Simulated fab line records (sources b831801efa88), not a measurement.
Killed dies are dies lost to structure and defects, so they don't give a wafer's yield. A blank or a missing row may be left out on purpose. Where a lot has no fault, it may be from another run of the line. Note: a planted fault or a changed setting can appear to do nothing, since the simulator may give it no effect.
Lot-split experiment / flow sfq_line / 5 lots, 23 wafers read, on a route of 325 steps

## ABOUT THE SPLIT
At SFQ_TRILAYER_I7_VIA_LITHO_PEB_190 (peb time 60 s), the setting peb_time_s was moved away from the recipe's 60 s on 7 of the 23 wafers read, by -11.8% to +7.0%. The other wafers ran this setting at the recipe's value.

## FROM THE SPLIT TO THE READING: what the file shows between them, 1 step
- SFQ_TRILAYER_I7_VIA_LITHO_DEVELOP_189: time 60 s

## THE READING
I7.cd_nm (the simulator's own value, which no gauge read), in nm, at SFQ_TRILAYER_I7_VIA_BARC_OPEN_VIA_ETCH_260 (etches BARC in O2, target depth 125 nm, time 41.7 s). No usual value for it is given in the file. The 16 wafers here that ran the recipe average 1000.0 nm, standard deviation 1.1 nm.

wafer=L074.1; tool, chamber at the split=litho_track-04, 0; peb_time_s as run, s=52.89; against the recipe=-11.8%; I7.cd_nm, nm=982.1; against lot-mates on the recipe=-17.0
wafer=L074.2; tool, chamber at the split=litho_track-04, 0; peb_time_s as run, s=60; against the recipe=recipe; I7.cd_nm, nm=999.9; against lot-mates on the recipe=-
wafer=L074.4; tool, chamber at the split=litho_track-04, 0; peb_time_s as run, s=60; against the recipe=recipe; I7.cd_nm, nm=997.9; against lot-mates on the recipe=-
wafer=L074.5; tool, chamber at the split=litho_track-04, 0; peb_time_s as run, s=52.89; against the recipe=-11.8%; I7.cd_nm, nm=981.2; against lot-mates on the recipe=-17.9
wafer=L074.6; tool, chamber at the split=litho_track-04, 0; peb_time_s as run, s=60; against the recipe=recipe; I7.cd_nm, nm=999.4; against lot-mates on the recipe=-
wafer=L077.4; tool, chamber at the split=litho_track-04, 0; peb_time_s as run, s=60; against the recipe=recipe; I7.cd_nm, nm=999.6; against lot-mates on the recipe=-
wafer=L077.5; tool, chamber at the split=litho_track-04, 0; peb_time_s as run, s=60; against the recipe=recipe; I7.cd_nm, nm=1000; against lot-mates on the recipe=-
wafer=L077.6; tool, chamber at the split=litho_track-04, 0; peb_time_s as run, s=60; against the recipe=recipe; I7.cd_nm, nm=998.6; against lot-mates on the recipe=-
wafer=L078.1; tool, chamber at the split=litho_track-02, 0; peb_time_s as run, s=60; against the recipe=recipe; I7.cd_nm, nm=1001; against lot-mates on the recipe=-
wafer=L078.2; tool, chamber at the split=litho_track-02, 0; peb_time_s as run, s=60; against the recipe=recipe; I7.cd_nm, nm=1001; against lot-mates on the recipe=-
wafer=L078.5; tool, chamber at the split=litho_track-02, 0; peb_time_s as run, s=60; against the recipe=recipe; I7.cd_nm, nm=1001; against lot-mates on the recipe=-
wafer=L078.4; tool, chamber at the split=litho_track-02, 0; peb_time_s as run, s=57.67; against the recipe=-3.9%; I7.cd_nm, nm=993.5; against lot-mates on the recipe=-7.5
wafer=L078.6; tool, chamber at the split=litho_track-02, 0; peb_time_s as run, s=57.67; against the recipe=-3.9%; I7.cd_nm, nm=995.4; against lot-mates on the recipe=-5.6
wafer=L080.1; tool, chamber at the split=litho_track-02, 0; peb_time_s as run, s=64.19; against the recipe=+7.0%; I7.cd_nm, nm=1006; against lot-mates on the recipe=+7.3
wafer=L080.3; tool, chamber at the split=litho_track-02, 0; peb_time_s as run, s=64.19; against the recipe=+7.0%; I7.cd_nm, nm=1008; against lot-mates on the recipe=+9.3
wafer=L080.4; tool, chamber at the split=litho_track-02, 0; peb_time_s as run, s=64.19; against the recipe=+7.0%; I7.cd_nm, nm=1008; against lot-mates on the recipe=+9.3
wafer=L080.5; tool, chamber at the split=litho_track-02, 0; peb_time_s as run, s=60; against the recipe=recipe; I7.cd_nm, nm=998.5; against lot-mates on the recipe=-
wafer=L080.6; tool, chamber at the split=litho_track-02, 0; peb_time_s as run, s=60; against the recipe=recipe; I7.cd_nm, nm=998.9; against lot-mates on the recipe=-
wafer=L084.1; tool, chamber at the split=litho_track-03, 0; peb_time_s as run, s=60; against the recipe=recipe; I7.cd_nm, nm=999.9; against lot-mates on the recipe=-
wafer=L084.2; tool, chamber at the split=litho_track-03, 0; peb_time_s as run, s=60; against the recipe=recipe; I7.cd_nm, nm=999.9; against lot-mates on the recipe=-
wafer=L084.3; tool, chamber at the split=litho_track-03, 0; peb_time_s as run, s=60; against the recipe=recipe; I7.cd_nm, nm=1001; against lot-mates on the recipe=-
wafer=L084.5; tool, chamber at the split=litho_track-03, 0; peb_time_s as run, s=60; against the recipe=recipe; I7.cd_nm, nm=1001; against lot-mates on the recipe=-
wafer=L084.6; tool, chamber at the split=litho_track-03, 0; peb_time_s as run, s=60; against the recipe=recipe; I7.cd_nm, nm=1002; against lot-mates on the recipe=-

FIT RESULTS
A straight line over all 23 wafers: I7.cd_nm changes by +1.37 nm for each +1% of peb_time_s; r = +0.98; the points scatter about the line by 1.4 nm.
The same after taking each lot's own level away (the mean of its wafers on the recipe; 23 wafers): +1.4 nm for each +1%; r = +0.99; scatter 0.89 nm.
Per that fit: largest peb_time_s move, reading shift of 17 nm.
From 998.70 to 1001.00 nm: that is the span of the lots' own levels, equal to 2.1 times the standard deviation above.
Hence the lot-to-lot level has little effect on the slope; both slopes agree.
Check: for one of the wafers moved furthest among these (-11.8%), held out of the fit, the line's prediction against its lot-mates is -16.9 nm. It came out at -17 nm against them.

## THE OTHER SPLITS THESE WAFERS WENT THROUGH
Before the reading, these wafers also passed through other splits. Each is held against what the fit with the lots' levels taken away leaves over:
other split on the same wafers=SFQ_TRILAYER_I6_VIA_ETCH_VIA_ETCH_172 bias_w; wafers away from the commonest value=7; r with I7.cd_nm (lot level and that fit taken away)=-0.27
other split on the same wafers=SFQ_TRILAYER_M7_LITHO_PEB_180 peb_temp_c; wafers away from the commonest value=7; r with I7.cd_nm (lot level and that fit taken away)=+0.29
other split on the same wafers=SFQ_TRILAYER_M7_BARC_OPEN_METAL_ETCH_229 bias_w; wafers away from the commonest value=8; r with I7.cd_nm (lot level and that fit taken away)=+0.11
other split on the same wafers=SFQ_TRILAYER_I7_VIA_LITHO_COAT_187 spin_rpm; wafers away from the commonest value=5; r with I7.cd_nm (lot level and that fit taken away)=+0.38

## THE FILE'S OWN FIT
I7.cd_nm changes by +1.43 nm for each +1% of peb_time_s, r = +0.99.
